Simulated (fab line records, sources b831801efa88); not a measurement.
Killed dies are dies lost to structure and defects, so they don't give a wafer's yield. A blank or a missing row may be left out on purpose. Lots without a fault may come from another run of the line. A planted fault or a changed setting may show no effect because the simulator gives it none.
Chamber matching | flow gf180mcu | GF_V4_ETCH_16 on rie_diel-04: 4 sister chambers
The step etches BARC in N2/H2. 18 wafers are shown with their chamber, then 9 later ones without.

WAFERS WITH THEIR CHAMBER
wafer  | chamber | drypump_motor_current_A (A) | oes_product_au (a.u.) | throttle_valve_pct (%)
L076.2 | 3       | 5.8                         | 0.852                 | 13.218
L076.4 | 0       | 6.3                         | 0.854                 | 13.227
L076.5 | 3       | 5.8                         | 0.852                 | 13.205
L079.1 | 2       | 5.7                         | 0.857                 | 13.232
L079.2 | 0       | 6.2                         | 0.857                 | 13.219
L079.3 | 1       | 6.0                         | 0.848                 | 13.230
L080.1 | 3       | 5.8                         | 0.845                 | 13.222
L080.4 | 2       | 5.7                         | 0.848                 | 13.226
L080.6 | 3       | 5.8                         | 0.854                 | 13.223
L084.3 | 0       | 6.2                         | 0.854                 | 13.233
L084.4 | 3       | 5.8                         | 0.857                 | 13.222
L084.5 | 0       | 6.3                         | 0.854                 | 13.220
L086.3 | 3       | 5.8                         | 0.848                 | 13.223
L086.4 | 2       | 5.7                         | 0.856                 | 13.222
L086.5 | 2       | 5.7                         | 0.853                 | 13.215
L090.1 | 0       | 6.2                         | 0.859                 | 13.225
L090.5 | 2       | 5.7                         | 0.852                 | 13.206
L090.6 | 1       | 5.9                         | 0.848                 | 13.222

SIGNATURES (means of the wafers above)
reading                 | chamber 0 | chamber 1 | chamber 2 | chamber 3 | scatter within a chamber
drypump_motor_current_A | 6.240     | 5.950     | 5.700     | 5.800     | 0.0348
oes_product_au          | 0.85560   | 0.84800   | 0.85320   | 0.85133   | 0.00342
throttle_valve_pct      | 13.22480  | 13.22600  | 13.22020  | 13.21883  | 0.00762
Rule: a wafer's distance from a chamber is the root of the sum, over the readings, of the square of ((its reading less the chamber's mean) divided by the reading's scatter). The wafer belongs to the nearest chamber; if the next one is less than 2 further off, it can't be placed. The scatter: the root of (the sum of the squares of (reading less its chamber's mean) over the shown wafers, divided by (wafers less chambers)).

WAFERS WITHOUT THEIR CHAMBER
wafer  | drypump_motor_current_A (A) | oes_product_au (a.u.) | throttle_valve_pct (%)
L092.1 | 5.9                         | 0.843                 | 13.215
L092.5 | 5.9                         | 0.855                 | 13.220
L092.6 | 6.2                         | 0.853                 | 13.222
L093.1 | 5.9                         | 0.864                 | 13.228
L093.2 | 5.9                         | 0.855                 | 13.219
L093.5 | 6.2                         | 0.857                 | 13.216
L096.3 | 5.7                         | 0.854                 | 13.234
L096.5 | 6.0                         | 0.852                 | 13.238
L096.6 | 6.2                         | 0.846                 | 13.237

WHICH CHAMBER EACH WENT THROUGH
wafer  | from the rows above          | in truth
L092.1 | can't be placed: 1 or 3      | 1
L092.5 | can't be placed: 1 or 3      | 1
L092.6 | 0                            | 0
L093.1 | can't be placed: 3 or 1 or 2 | 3
L093.2 | can't be placed: 1 or 3      | 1
L093.5 | 0                            | 0
L096.3 | can't be placed: 2 or 3      | 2
L096.5 | 1                            | 1
L096.6 | 0                            | 0
Placed correctly: 4 of 9. Can't be placed from these rows: 5 (the true chamber is among the candidates in 5). Placed wrongly: 0.
